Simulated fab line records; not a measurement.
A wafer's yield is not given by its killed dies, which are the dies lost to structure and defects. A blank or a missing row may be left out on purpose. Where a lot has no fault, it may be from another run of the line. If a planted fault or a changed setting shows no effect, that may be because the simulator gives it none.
Split-lot study :: flow gf180mcu :: on a route of 602 steps: 5 lots, 23 wafers read

== ABOUT THE SPLIT ==
At GF_M3_SPUTTER_00 (material Ti, target thk 37.5 nm, time 150 s), the setting chamber-pressure-pa was moved away from the recipe's 2 Pa on 10 of the 23 wafers read, by +7.7% to +10.4%. The other wafers ran this setting at the recipe's value.

Reading taken at the split's own step.

== THE READING ==
Ti_of_M3_SPUTTER_00.thk-nm (the simulator's own value, which no gauge read), in nm, at GF_M3_SPUTTER_00 (material Ti, target thk 37.5 nm, time 150 s). The file gives no usual value for it. Across the 13 wafers here that went through the recipe, the average is 38.50 nm and the standard deviation 0.45 nm.

wafer: L075.1
tool, chamber at the split: pvd-sputter-04, -
chamber-pressure-pa as run, Pa: 2.155
against the recipe: +7.7%
Ti_of_M3_SPUTTER_00.thk-nm, nm: 36.78
against lot-mates on the recipe: no lot-mate on the recipe

wafer: L075.2
tool, chamber at the split: pvd-sputter-04, -
chamber-pressure-pa as run, Pa: 2.155
against the recipe: +7.7%
Ti_of_M3_SPUTTER_00.thk-nm, nm: 36.44
against lot-mates on the recipe: no lot-mate on the recipe

wafer: L075.3
tool, chamber at the split: pvd-sputter-04, -
chamber-pressure-pa as run, Pa: 2.155
against the recipe: +7.7%
Ti_of_M3_SPUTTER_00.thk-nm, nm: 36.95
against lot-mates on the recipe: no lot-mate on the recipe

wafer: L075.5
tool, chamber at the split: pvd-sputter-04, -
chamber-pressure-pa as run, Pa: 2.155
against the recipe: +7.7%
Ti_of_M3_SPUTTER_00.thk-nm, nm: 36.57
against lot-mates on the recipe: no lot-mate on the recipe

wafer: L075.6
tool, chamber at the split: pvd-sputter-04, -
chamber-pressure-pa as run, Pa: 2.155
against the recipe: +7.7%
Ti_of_M3_SPUTTER_00.thk-nm, nm: 36.82
against lot-mates on the recipe: no lot-mate on the recipe

wafer: L077.1
tool, chamber at the split: pvd-sputter-03, -
chamber-pressure-pa as run, Pa: 2
against the recipe: recipe
Ti_of_M3_SPUTTER_00.thk-nm, nm: 37.92
against lot-mates on the recipe: -

wafer: L077.2
tool, chamber at the split: pvd-sputter-03, -
chamber-pressure-pa as run, Pa: 2
against the recipe: recipe
Ti_of_M3_SPUTTER_00.thk-nm, nm: 37.89
against lot-mates on the recipe: -

wafer: L077.5
tool, chamber at the split: pvd-sputter-03, -
chamber-pressure-pa as run, Pa: 2
against the recipe: recipe
Ti_of_M3_SPUTTER_00.thk-nm, nm: 38.13
against lot-mates on the recipe: -

wafer: L082.1
tool, chamber at the split: pvd-sputter-04, -
chamber-pressure-pa as run, Pa: 2
against the recipe: recipe
Ti_of_M3_SPUTTER_00.thk-nm, nm: 38.95
against lot-mates on the recipe: -

wafer: L082.2
tool, chamber at the split: pvd-sputter-04, -
chamber-pressure-pa as run, Pa: 2
against the recipe: recipe
Ti_of_M3_SPUTTER_00.thk-nm, nm: 38.81
against lot-mates on the recipe: -

wafer: L082.4
tool, chamber at the split: pvd-sputter-04, -
chamber-pressure-pa as run, Pa: 2
against the recipe: recipe
Ti_of_M3_SPUTTER_00.thk-nm, nm: 39.07
against lot-mates on the recipe: -

wafer: L082.5
tool, chamber at the split: pvd-sputter-04, -
chamber-pressure-pa as run, Pa: 2
against the recipe: recipe
Ti_of_M3_SPUTTER_00.thk-nm, nm: 39.28
against lot-mates on the recipe: -

wafer: L082.6
tool, chamber at the split: pvd-sputter-04, -
chamber-pressure-pa as run, Pa: 2
against the recipe: recipe
Ti_of_M3_SPUTTER_00.thk-nm, nm: 38.72
against lot-mates on the recipe: -

wafer: L083.1
tool, chamber at the split: pvd-sputter-04, -
chamber-pressure-pa as run, Pa: 2
against the recipe: recipe
Ti_of_M3_SPUTTER_00.thk-nm, nm: 38.73
against lot-mates on the recipe: -

wafer: L083.2
tool, chamber at the split: pvd-sputter-04, -
chamber-pressure-pa as run, Pa: 2
against the recipe: recipe
Ti_of_M3_SPUTTER_00.thk-nm, nm: 38.21
against lot-mates on the recipe: -

wafer: L083.3
tool, chamber at the split: pvd-sputter-04, -
chamber-pressure-pa as run, Pa: 2
against the recipe: recipe
Ti_of_M3_SPUTTER_00.thk-nm, nm: 38.29
against lot-mates on the recipe: -

wafer: L083.5
tool, chamber at the split: pvd-sputter-04, -
chamber-pressure-pa as run, Pa: 2
against the recipe: recipe
Ti_of_M3_SPUTTER_00.thk-nm, nm: 38.54
against lot-mates on the recipe: -

wafer: L083.6
tool, chamber at the split: pvd-sputter-04, -
chamber-pressure-pa as run, Pa: 2
against the recipe: recipe
Ti_of_M3_SPUTTER_00.thk-nm, nm: 37.91
against lot-mates on the recipe: -

wafer: L084.1
tool, chamber at the split: pvd-sputter-04, -
chamber-pressure-pa as run, Pa: 2.208
against the recipe: +10.4%
Ti_of_M3_SPUTTER_00.thk-nm, nm: 36.01
against lot-mates on the recipe: no lot-mate on the recipe

wafer: L084.3
tool, chamber at the split: pvd-sputter-04, -
chamber-pressure-pa as run, Pa: 2.208
against the recipe: +10.4%
Ti_of_M3_SPUTTER_00.thk-nm, nm: 35.62
against lot-mates on the recipe: no lot-mate on the recipe

wafer: L084.4
tool, chamber at the split: pvd-sputter-04, -
chamber-pressure-pa as run, Pa: 2.208
against the recipe: +10.4%
Ti_of_M3_SPUTTER_00.thk-nm, nm: 35.56
against lot-mates on the recipe: no lot-mate on the recipe

wafer: L084.5
tool, chamber at the split: pvd-sputter-04, -
chamber-pressure-pa as run, Pa: 2.208
against the recipe: +10.4%
Ti_of_M3_SPUTTER_00.thk-nm, nm: 35.74
against lot-mates on the recipe: no lot-mate on the recipe

wafer: L084.6
tool, chamber at the split: pvd-sputter-04, -
chamber-pressure-pa as run, Pa: 2.208
against the recipe: +10.4%
Ti_of_M3_SPUTTER_00.thk-nm, nm: 35.76
against lot-mates on the recipe: no lot-mate on the recipe

THE FIT
A straight line over all 23 wafers: Ti_of_M3_SPUTTER_00.thk-nm changes by -0.255 nm for each +1% of chamber-pressure-pa; r = -0.95; the points scatter about the line by 0.39 nm.
Too few moved wafers have a lot-mate on the recipe to fit a line with each lot's own level taken away.

== FILE'S OWN FIT ==
Ti_of_M3_SPUTTER_00.thk-nm changes by -0.255 nm for each +1% of chamber-pressure-pa, r = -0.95.
